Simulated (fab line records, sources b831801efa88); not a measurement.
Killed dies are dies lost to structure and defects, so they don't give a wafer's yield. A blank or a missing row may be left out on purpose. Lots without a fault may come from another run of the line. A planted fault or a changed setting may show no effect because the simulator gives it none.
One fault seen from 2 desks | flow sky130 | each desk has only its own numbers; what lay behind them comes last

THE METROLOGY DESK
What the gauges read, lot by lot, whatever tool the lot ran on: means of the sampled wafers that have a number. A lot is out of limits, marked OUT, if its mean lies more than 4 standard deviations from the usual mean; the brackets give that distance.
Columns: A = DNWELL_TW at SKY_DNWELL_TW_MEAS_09, usual 1108; B = PWDE_OVL at SKY_PWDE_OVL_MEAS_07, usual -0.4 nm
lot  | first seen here | A    | B
L356 | day 3 21:26     | 1102 | 0.3
L361 | day 5 00:02     | 1103 | -2.9
L364 | day 5 18:40     | 1102 | -0.1
L365 | day 6 03:19     | 1099 | -1.8
L366 | day 6 07:49     | 1122 | 0.9
L369 | day 6 19:03     | 1119 | -2.2
L376 | day 8 07:52     | 1112 | -1.5
This desk's finding: nothing out of limits on any of the 7 lots.

THE TOOL OWNER'S DESK: implanter-01
The tool's own readings at SKY_PWDE_IMPLANT_08: means of the sampled wafers that have a number, for each lot that ran on this tool. A lot is out of limits, marked OUT, if its mean lies more than 4 standard deviations from the usual mean; the brackets give that distance.
Columns: A = beam_energy_keV at SKY_PWDE_IMPLANT_08, usual 150.01
lot  | first seen here | A
L356 | day 4 13:30     | 149.93
L361 | day 5 16:53     | 150.01
L364 | day 6 13:31     | 139.51 (-99 or more) OUT
L365 | day 6 21:18     | 139.49 (-99 or more) OUT
L366 | day 7 02:47     | 139.53 (-99 or more) OUT
This desk's finding: out of limits on L364, L365, L366; first on L364, day 6 13:31 (beam_energy_keV at SKY_PWDE_IMPLANT_08). In limits: L356, L361.

PUT TOGETHER
The tool owner's desk could have raised an alarm at day 6 13:31, on L364, L365, L366.
The metrology desk saw nothing out of limits.
The metrology desk has L364, L365, L366 on record, within its limits.
Of the lots named, all ran SKY_PWDE_IMPLANT_08 on implanter-01.

WHAT THE SIMULATOR HAD PUT IN
Process parameter drift: implanter-01, from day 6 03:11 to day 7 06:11, at SKY_PWDE_IMPLANT_08. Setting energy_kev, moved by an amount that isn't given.
Lots struck among those shown: L364, L365, L366.
Hours from the fault's start to each desk's first reading out of limits: the tool owner's desk, 10.
